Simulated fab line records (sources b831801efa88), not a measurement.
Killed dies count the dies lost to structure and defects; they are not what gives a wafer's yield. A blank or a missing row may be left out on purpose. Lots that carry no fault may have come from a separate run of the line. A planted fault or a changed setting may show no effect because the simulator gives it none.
fab line records	flow gf180mcu
[record] lots = 5	wafers = 15	lastDay = 33
route steps=602 shown M3@419 V3@429
lots that met no fault: from a run of the same line without faults
startH: hours from the record's first day to the start of the lot's first wafer shown	waitH: hours elapsed since this lot's preceding step	" as in the row above	L1.1+2: a row that stands for several wafers	- no value, or no start given	* or withheld: withheld	< > ~ a bound
route shown NAME@n: names a module that has steps shown in the file, with the first one's number in the route	usual: average and standard deviation across the fault-free wafers	same: alike in all rows	chamber/n: place in a boat	sites: readings site by site	_std_site: their standard deviation	_edge_site: the outer-site mean with the inner-site mean subtracted	radiusMm: for every site, how far away it sits from the centre of the wafer	mask NAME#n: copy n	behind: tool/chamber where the wafer was last shaped	hold: the reason the lot was held/the length of the hold in hours/how it ended	device: the transistor (n, p or np) that didn't switch	end of line: tests run on the same wafers once the route is complete	a step with no rows: only its recipe	killed: dies that structure and defects cost at the first sort, which is not the same as the wafer's yield	map: shows each die of a wafer: x if killed, . if not, _ if none is there
set.NAME: the setting that was run; set.NAME@STEP: the one run at that earlier step	model.NAME: the simulator's own value behind a step, which no gauge read
certain route steps with their lots: each step a table, each wafer a row
services: when a tool's chamber went out of use (startH, in hours from the record's first day, below 0 if earlier), for how many hours, and the reason
[[steps]]
[step GF_M3_SOFTBAKE_10]
[recipe] tempC = 130	timeS = 60	resist = KrF
lot.wafer	tool	chamber	startH	waitH
L074.1+3+4	lithoTrack-02	0	468.58	0.1
L083.1+3+6	lithoTrack-03	0	558.36	0.1
L087.2+3+4	lithoTrack-02	0	591.65	0.1
L090.3+5+6	lithoTrack-04	0	619.94	0.1
L093.1+2+4	lithoTrack-02	0	638.03	0.1
[step GF_M3_EXPOSE_11]
[recipe] maskId = Metal3	targetCdNm = 280	na = 0.68	sourceShape = conventional	sigmaOuter = 0.6	doseMj = 28
[usual] exposureDoseMJCm2 = 28.001/0.029
[same] sigmaOuter = 0.6
lot.wafer	tool	chamber	startH	waitH	mask	exposureDoseMJCm2
L074.1	krfScanner-01	0	-	-	Metal3#0	28.015
L074.3	"	0	"	"	Metal3#0	28.013
L074.4	"	0	"	"	Metal3#0	28.051
L083.1	krfScanner-01	0	-	-	Metal3#0	28.005
L083.3	"	0	"	"	Metal3#0	27.982
L083.6	"	0	"	"	Metal3#0	28.030
L087.2	krfScanner-02	0	-	-	Metal3#0	27.976
L087.3	"	0	"	"	Metal3#0	28.000
L087.4	"	0	"	"	Metal3#0	28.003
L090.3	krfScanner-01	0	-	-	Metal3#0	28.054
L090.5	"	0	"	"	Metal3#0	28.008
L090.6	"	0	"	"	Metal3#0	27.979
L093.1	krfScanner-01	0	-	-	Metal3#0	28.037
L093.2	"	0	"	"	Metal3#0	28.012
L093.4	"	0	"	"	Metal3#0	28.020
[step GF_M3_PEB_12]
[recipe] pebTempC = 135	pebTimeS = 90	resist = KrF
lot.wafer	tool	chamber	startH	waitH
L074.1+3+4	lithoTrack-03	0	-	-
L083.1+3+6	lithoTrack-04	0	-	-
L087.2+3+4	lithoTrack-04	0	-	-
L090.3+5+6	lithoTrack-02	0	-	-
L093.1+2+4	lithoTrack-03	0	-	-
[step GF_M3_DEVELOP_13]
[recipe] developTimeS = 60	devTempC = 21
lot.wafer	tool	chamber	startH	waitH
L074.1+3+4	lithoTrack-03	0	480.06	0.2
L083.1+3+6	lithoTrack-04	0	569.29	0.2
L087.2+3+4	lithoTrack-04	0	602.11	0.2
L090.3+5+6	lithoTrack-02	0	630.33	0.1
L093.1+2+4	lithoTrack-03	0	647.65	0.2
[step GF_M3_CD_MEAS_14]
[recipe] targetCdNm = 280
[usual] cdNm = 280.0/1.5
lot.wafer	tool	chamber	startH	waitH	cdNm
L074.1	cdSem-01	-	480.21	0.1	278.9
L074.3	"	-	"	"	279.2
L074.4	"	-	"	"	279.8
L083.1	cdSem-02	-	569.44	0.1	279.9
L083.3	"	-	"	"	279.5
L083.6	"	-	"	"	280.2
L087.2	cdSem-02	-	602.26	0.1	282.2
L087.3	"	-	"	"	283.1
L087.4	"	-	"	"	281.7
L090.3	cdSem-01	-	630.47	0.1	282.3
L090.5	"	-	"	"	281.4
L090.6	"	-	"	"	282.4
L093.1	cdSem-02	-	647.80	0.1	280.3
L093.2	"	-	"	"	281.0
L093.4	"	-	"	"	281.6
[step GF_M3_OVL_MEAS_15]
[usual] M3_OVL = -1/6.6
lot.wafer	tool	chamber	startH	waitH	M3_OVL[nm]
L074.1	overlay-02	-	480.33	0.1	-1
L074.3	"	-	"	"	-2
L074.4	"	-	"	"	-6
L083.1	overlay-01	-	569.56	0.1	-6
L083.3	"	-	"	"	-6
L083.6	"	-	"	"	-4
L087.2	overlay-01	-	602.37	0.1	14
L087.3	"	-	"	"	3
L087.4	"	-	"	"	12
L090.3	overlay-02	-	630.56	0.1	0
L090.5	"	-	"	"	1
L090.6	"	-	"	"	5
L093.1	overlay-01	-	647.92	0.1	-1
L093.2	"	-	"	"	-1
L093.4	"	-	"	"	-2
[step GF_M3_METAL_ETCH_16]
[recipe] chemistry = Cl2/BCl3	maskMaterial = KrF	targetDepthNm = 750.8	stopOn = SiO2	pressureMtorr = 8	icpW = 800	biasW = 140	Cl2_flow_sccm = 80	bcl3FlowSccm = 40	timeS = 125.1
[usual] chamberPressureMTorr = 8.000/0.0069	drypumpMotorCurrentA = 5.5/0.52	oesProductAu = 0.991/0.0055	throttleValvePct = 28.227/0.0097
lot.wafer	tool	chamber	startH	waitH	chamberPressureMTorr	drypumpMotorCurrentA	oesProductAu	rfHoursCounterH	throttleValvePct
L074.1	rieMetal-02	0	480.36	0.0	8.002	5.5	1.004	1	28.217
L074.3	"	1	"	"	8.005	4.9	0.997	-	28.225
L074.4	"	0	"	"	7.992	5.5	0.985	-	28.225
L083.1	rieMetal-02	0	569.60	0.0	7.984	5.6	0.986	4	28.227
L083.3	"	0	"	"	7.995	5.6	0.995	-	28.226
L083.6	"	0	"	"	8.005	5.5	0.997	-	28.223
L087.2	rieMetal-04	1	602.40	0.0	7.999	4.9	0.997	12	28.234
L087.3	"	1	"	"	8.008	4.8	0.998	-	28.233
L087.4	"	0	"	"	8.002	5.9	0.987	-	28.240
L090.3	rieMetal-01	0	630.62	0.1	7.988	5.9	0.982	-	28.232
L090.5	"	0	"	"	7.994	5.9	0.989	-	28.232
L090.6	"	1	"	"	7.990	6.2	0.997	-	28.208
L093.1	rieMetal-04	1	647.96	0.0	8.009	4.8	0.989	13	28.234
L093.2	"	0	"	"	7.989	5.9	1.000	12	28.241
L093.4	"	1	"	"	7.998	4.8	0.987	-	28.220
[step GF_M3_STRIP_17]
[recipe] chemistry = O2/N2	powerW = 1400	pressureMtorr = 1500	platenTempC = 250	o2FlowSccm = 3000	n2FlowSccm = 300	overashFraction = 0.5
[usual] chamberPressureMTorr = 1500.0/1.3	drypumpMotorCurrentA = 6.1/0.3	heaterPowerW = 343/30	oesProductAu = 0.537/0.0053	stripTimeToEndpointS = 7.38/0.043
lot.wafer	tool	chamber	startH	waitH	chamberPressureMTorr	drypumpMotorCurrentA	heaterPowerW	oesProductAu	rfHoursCounterH	stripTimeToEndpointS
L074.1	plasmaAsher-04	1	480.49	0.1	1498.9	6.2	337	0.534	5	7.36
L074.3	"	0	"	"	1501.3	5.5	329	0.536	-	7.39
L074.4	"	1	"	"	1499.6	6.2	335	0.538	-	7.34
L083.1	plasmaAsher-02	0	569.73	0.1	1500.7	6.1	355	0.537	44	7.42
L083.3	"	0	"	"	1498.2	6.1	355	0.525	-	7.43
L083.6	"	0	"	"	1500.3	6.1	355	0.536	-	7.41
L087.2	plasmaAsher-03	0	602.52	0.1	1499.3	6.2	336	0.536	88	7.44
L087.3	"	1	"	"	1499.6	6.4	289	0.533	-	7.40
L087.4	"	0	"	"	1500.3	6.1	328	0.531	-	7.41
L090.3	plasmaAsher-02	1	630.74	0.1	1500.7	6.3	392	0.525	-	7.38
L090.5	"	0	"	"	1501.5	6.1	363	0.535	-	7.37
L090.6	"	1	"	"	1498.7	6.3	383	0.540	-	7.32
L093.1	plasmaAsher-03	0	648.09	0.1	1497.9	6.1	336	0.543	93	7.43
L093.2	"	1	"	"	1498.0	6.4	281	0.536	93	7.42
L093.4	"	0	"	"	1498.2	6.1	324	0.541	-	7.45
[step GF_M3_STRIP_18]
[recipe] chemistry = postEtchResidueRemover	timeS = 1200	tempC = 72.5
[usual] tempC = 72.45/0.12
lot.wafer	tool	chamber	startH	waitH	tempC
L074.1	wetBench-03	2	480.59	0.1	72.40
L074.3	"	2	"	"	72.42
L074.4	"	2	"	"	72.20
L083.1	wetBench-01	1	569.83	0.1	72.51
L083.3	"	1	"	"	72.54
L083.6	"	1	"	"	72.49
L087.2	wetBench-02	0	602.62	0.1	72.62
L087.3	"	0	"	"	72.61
L087.4	"	0	"	"	72.61
L090.3	wetBench-02	1	630.81	0.0	72.36
L090.5	"	1	"	"	72.39
L090.6	"	1	"	"	72.36
L093.1	wetBench-03	2	648.19	0.1	72.26
L093.2	"	2	"	"	72.41
L093.4	"	2	"	"	72.48
[step GF_M3_CLEAN_19]
[recipe] chemistry = DIW	dry = n2Spin
lot.wafer	tool	chamber	startH	waitH
L074.1+3+4	wetBench-01	0	480.96	0.0
L083.1+3+6	wetBench-03	3	570.17	0.0
L087.2+3+4	wetBench-01	3	602.97	0.0
L090.3+5+6	wetBench-01	0	631.15	0.0
L093.1+2+4	wetBench-01	3	648.53	0.0
[step GF_V3_CVD_00]
[recipe] material = SiO2	targetThkNm = 600	sigmaOpenFrac = 0.3	tempC = 400	timeS = 100	sih4FlowSccm = 60	pressureMtorr = 6
lot.wafer	tool	chamber	startH	waitH
L074.1+3+4	hdpcvd-01	1,0,1	481.06	0.0
L083.1+3+6	hdpcvd-02	1,0,2	570.26	0.0
L087.2+3+4	hdpcvd-01	2,0,0	603.06	0.0
L090.3+5+6	hdpcvd-01	2,2,1	631.24	0.0
L093.1+2+4	hdpcvd-01	0,1,2	648.63	0.0
[step GF_V3_THK_MEAS_01]
[recipe] reads = SiO2_of_V3_CVD_00
[usual] V3_CVD_00_THK = 601/5.8
lot.wafer	tool	chamber	startH	waitH	V3_CVD_00_THK[nm]
L074.1	filmMetro-04	-	481.13	0.0	602
L074.3	"	-	"	"	606
L074.4	"	-	"	"	614
L083.1	filmMetro-04	-	570.33	0.0	592
L083.3	"	-	"	"	600
L083.6	"	-	"	"	601
L087.2	filmMetro-01	-	603.14	0.0	601
L087.3	"	-	"	"	606
L087.4	"	-	"	"	608
L090.3	filmMetro-04	-	631.34	0.1	606
L090.5	"	-	"	"	609
L090.6	"	-	"	"	603
L093.1	filmMetro-04	-	648.70	0.0	614
L093.2	"	-	"	"	610
L093.4	"	-	"	"	604
[step GF_V3_CVD_02]
[recipe] material = SiO2	targetThkNm = 850	precursor = TEOS	tempC = 400	timeS = 94.851	rfW = 600
[usual] heaterPowerOuterW = 378/91	heaterPowerW = 659/110
lot.wafer	tool	chamber	startH	waitH	heaterPowerOuterW	heaterPowerW
L074.1	pecvd-02	0	481.19	0.1	454	778
L074.3	"	2	"	"	370	663
L074.4	"	2	"	"	396	681
L083.1	pecvd-03	1	570.39	0.1	269	509
L083.3	"	0	"	"	306	513
L083.6	"	1	"	"	187	386
L087.2	pecvd-01	1	603.19	0.0	525	853
L087.3	"	2	"	"	421	697
L087.4	"	0	"	"	408	694
L090.3	pecvd-01	1	631.38	0.0	565	865
L090.5	"	1	"	"	438	678
L090.6	"	2	"	"	426	684
L093.1	pecvd-02	2	648.76	0.1	379	674
L093.2	"	1	"	"	325	682
L093.4	"	1	"	"	351	697
[step GF_V3_THK_MEAS_03]
[recipe] reads = SiO2_of_V3_CVD_02
[usual] V3_CVD_02_THK = 850/11
lot.wafer	tool	chamber	startH	waitH	V3_CVD_02_THK[nm]
L074.1	filmMetro-02	-	481.26	0.0	837
L074.3	"	-	"	"	849
L074.4	"	-	"	"	852
L083.1	filmMetro-01	-	570.46	0.0	840
L083.3	"	-	"	"	838
L083.6	"	-	"	"	855
L087.2	filmMetro-02	-	603.27	0.0	843
L087.3	"	-	"	"	853
L087.4	"	-	"	"	865
L090.3	filmMetro-02	-	631.47	0.1	846
L090.5	"	-	"	"	865
L090.6	"	-	"	"	867
L093.1	filmMetro-01	-	648.83	0.0	853
L093.2	"	-	"	"	834
L093.4	"	-	"	"	851
[step GF_V3_CMP_04]
[recipe] material = SiO2	downForcePsi = 4	platenRpm = 60	padVelocityMS = 0.94248
[usual] motorCurrentA = 12.8/1.4	timeToEndpointS = 80/4.9
lot.wafer	tool	chamber	startH	waitH	motorCurrentA	timeToEndpointS
L074.1	cmp-01	3	481.32	0.1	11.9	78
L074.4	"	0	"	"	14.0	81
L074.3	"	1	"	"	12.5	84
L083.3	cmp-01	0	570.52	0.0	13.6	74
L083.1	"	2	"	"	14.2	77
L083.6	"	0	"	"	13.5	78
L087.3	cmp-01	2	603.32	0.0	13.7	81
L087.2	"	3	"	"	11.9	77
L087.4	"	0	"	"	13.5	86
L090.3	cmp-01	0	631.56	0.1	13.7	78
L090.6	"	3	"	"	12.0	90
L090.5	"	0	"	"	13.3	85
L093.1	cmp-02	2	648.89	0.1	13.4	79
L093.4	"	3	"	"	9.8	80
L093.2	"	1	"	"	13.0	72
[step GF_V3_BOW_MEAS_05]
[recipe] mode = bow
[usual] V3_BOW = 117/8.6
lot.wafer	tool	chamber	startH	waitH	V3_BOW[um]
L074.1	filmMetro-02	-	481.62	0.2	139
L074.3	"	-	"	"	133
L074.4	"	-	"	"	128
L083.1	filmMetro-01	-	570.82	0.1	134
L083.3	"	-	"	"	115
L083.6	"	-	"	"	123
L087.2	filmMetro-01	-	603.64	0.2	124
L087.3	"	-	"	"	117
L087.4	"	-	"	"	113
L090.3	filmMetro-01	-	631.85	0.2	106
L090.5	"	-	"	"	110
L090.6	"	-	"	"	125
L093.1	filmMetro-04	-	649.19	0.2	109
L093.2	"	-	"	"	114
L093.4	"	-	"	"	112
[step GF_V3_DEHYDRATE_06]
[recipe] tempC = 200	timeS = 60
lot.wafer	tool	chamber	startH	waitH
L074.1+3+4	lithoTrack-03	0	493.21	11.6
L083.1+3+6	lithoTrack-04	0	581.19	10.3
L087.2+3+4	lithoTrack-03	0	613.28	9.6
L090.3+5+6	lithoTrack-04	0	640.69	8.8
L093.1+2+4	lithoTrack-04	0	658.09	8.9
[[services]]
tool	chamber	startH	hours	kind
krfScanner-01	-	448.00	0.8	pm
krfScanner-01	-	448.81	6.5	repair
cmp-01	-	463.06	2.7	repair
plasmaAsher-02	-	473.57	3.4	repair
pecvd-02	1	475.59	3.6	repair
hdpcvd-01	-	494.77	6.0	pm
pecvd-01	-	495.30	6.0	pm
krfScanner-01	-	497.83	1.0	pm
cmp-01	-	518.35	0.8	repair
cmp-01	-	519.84	1.5	repair
hdpcvd-01	0	538.83	8.5	repair
hdpcvd-01	-	539.25	15.0	pm
wetBench-01	-	540.28	5.4	repair
krfScanner-01	-	544.23	1.3	pm
pecvd-02	-	550.66	2.6	repair
pecvd-02	-	562.57	0.9	repair
cmp-01	-	572.00	4.0	pm
pecvd-02	-	591.12	14.0	pm
krfScanner-01	-	593.83	3.6	pm
cmp-01	-	599.86	2.2	repair
cmp-01	-	604.01	1.7	repair
wetBench-01	-	609.44	10.9	repair
wetBench-01	-	611.71	4.6	repair
krfScanner-01	-	616.80	0.8	pm
[[key]]
fault none
